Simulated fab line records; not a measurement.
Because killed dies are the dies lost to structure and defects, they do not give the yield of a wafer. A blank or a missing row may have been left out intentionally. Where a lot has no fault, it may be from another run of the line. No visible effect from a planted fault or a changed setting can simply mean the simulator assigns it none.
Chamber matching | flow gf180mcu | 4 sister chambers for GF_V2_CMP_04 on cmp-02
The step polishes SiO2. 4 wafers are shown with their chamber, then 10 later ones without.

== EACH WAFER AND ITS CHAMBER ==
wafer  | chamber | motor_current_A (A)
L379.5 | 1       | 12.4
L382.1 | 0       | 11.1
L383.4 | 3       | 12.3
L383.5 | 2       | 12.8

== WAFERS WITHOUT THEIR CHAMBER ==
wafer  | motor_current_A (A)
L383.6 | 12.5
L392.1 | 12.7
L392.2 | 12.7
L392.6 | 12.4
L394.2 | 11.5
L394.3 | 12.9
L394.5 | 12.5
L395.1 | 11.9
L395.3 | 12.7
L395.6 | 12.2

== THE CHAMBER EACH PASSED THROUGH ==
wafer  | from the rows above          | in truth
L383.6 | can't be placed: 1 or 3 or 2 | 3
L392.1 | can't be placed: 2 or 1 or 3 | 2
L392.2 | can't be placed: 2 or 1 or 3 | 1
L392.6 | can't be placed: 1 or 3      | 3
L394.2 | 0                            | 0
L394.3 | 2                            | 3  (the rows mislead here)
L394.5 | can't be placed: 1 or 3 or 2 | 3
L395.1 | can't be placed: 3 or 1      | 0
L395.3 | can't be placed: 2 or 1 or 3 | 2
L395.6 | can't be placed: 3 or 1      | 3
1 of 10 placed correctly. These rows do not allow placing 8 (true chamber among the candidates in 7). Number placed wrongly: 1.
How it was worked out, from the rows above alone: a wafer's distance from a chamber is the root of the sum, over the readings, of the square of ((its reading less the chamber's mean) divided by the reading's scatter). If the next closest chamber is less than 2 further off than the closest, the wafer can't be placed; otherwise it belongs to the closest. Each chamber's mean is taken over the wafers shown for it. The scatter: root of mean squared gap, hidden wafer to nearest shown wafer, with one shown wafer a chamber.
